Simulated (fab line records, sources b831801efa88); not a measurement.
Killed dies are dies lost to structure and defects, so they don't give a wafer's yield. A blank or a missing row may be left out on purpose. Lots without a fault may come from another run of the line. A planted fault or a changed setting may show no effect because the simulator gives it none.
Chamber matching | flow sfq_line | SFQ_TRILAYER_I2_CMP_CMP_064 on cmp-01: 4 sister chambers
The step polishes SiO2. 18 wafers are shown with their chamber, then 9 later ones without.

WAFERS WITH THEIR CHAMBER
wafer  | chamber | motor_current_A (A) | time_to_endpoint_s (s)
L771.4 | 2       | 9.7                 | 223
L771.3 | 0       | 10.4                | 212
L771.5 | 1       | 9.6                 | 213
L772.4 | 0       | 11.1                | 221
L772.5 | 1       | 10.5                | 217
L772.6 | 2       | 9.7                 | 222
L774.1 | 1       | 9.6                 | 209
L774.3 | 2       | 9.2                 | 215
L774.6 | 3       | 12.6                | 220
L775.1 | 2       | 9.2                 | 209
L775.2 | 0       | 10.7                | 218
L775.5 | 2       | 9.2                 | 222
L784.4 | 1       | 10.2                | 219
L784.2 | 3       | 12.3                | 217
L784.6 | 1       | 10.0                | 215
L786.1 | 1       | 10.2                | 210
L786.4 | 0       | 11.0                | 217
L786.6 | 3       | 12.5                | 220

SIGNATURES (means of the wafers above)
reading            | chamber 0 | chamber 1 | chamber 2 | chamber 3 | scatter within a chamber
motor_current_A    | 10.800    | 10.017    | 9.400     | 12.467    | 0.304
time_to_endpoint_s | 217.00    | 213.83    | 218.20    | 219.00    | 4.4
Rule: a wafer's distance from a chamber is the root of the sum, over the readings, of the square of ((its reading less the chamber's mean) divided by the reading's scatter). The wafer belongs to the nearest chamber; if the next one is less than 2 further off, it can't be placed. The scatter: the root of (the sum of the squares of (reading less its chamber's mean) over the shown wafers, divided by (wafers less chambers)).

WAFERS WITHOUT THEIR CHAMBER
wafer  | motor_current_A (A) | time_to_endpoint_s (s)
L787.2 | 8.9                 | 222
L787.5 | 8.9                 | 209
L787.6 | 9.5                 | 213
L792.3 | 10.7                | 212
L792.1 | 12.5                | 212
L792.6 | 10.2                | 214
L793.1 | 12.5                | 217
L793.4 | 8.8                 | 215
L793.5 | 9.3                 | 223

WHICH CHAMBER EACH WENT THROUGH
wafer  | from the rows above     | in truth
L787.2 | 2                       | 2
L787.5 | can't be placed: 2 or 1 | 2
L787.6 | can't be placed: 2 or 1 | 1
L792.3 | can't be placed: 0 or 1 | 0
L792.1 | 3                       | 3
L792.6 | can't be placed: 1 or 0 | 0
L793.1 | 3                       | 3
L793.4 | can't be placed: 2 or 1 | 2
L793.5 | 2                       | 2
Placed correctly: 4 of 9. Can't be placed from these rows: 5 (the true chamber is among the candidates in 5). Placed wrongly: 0.
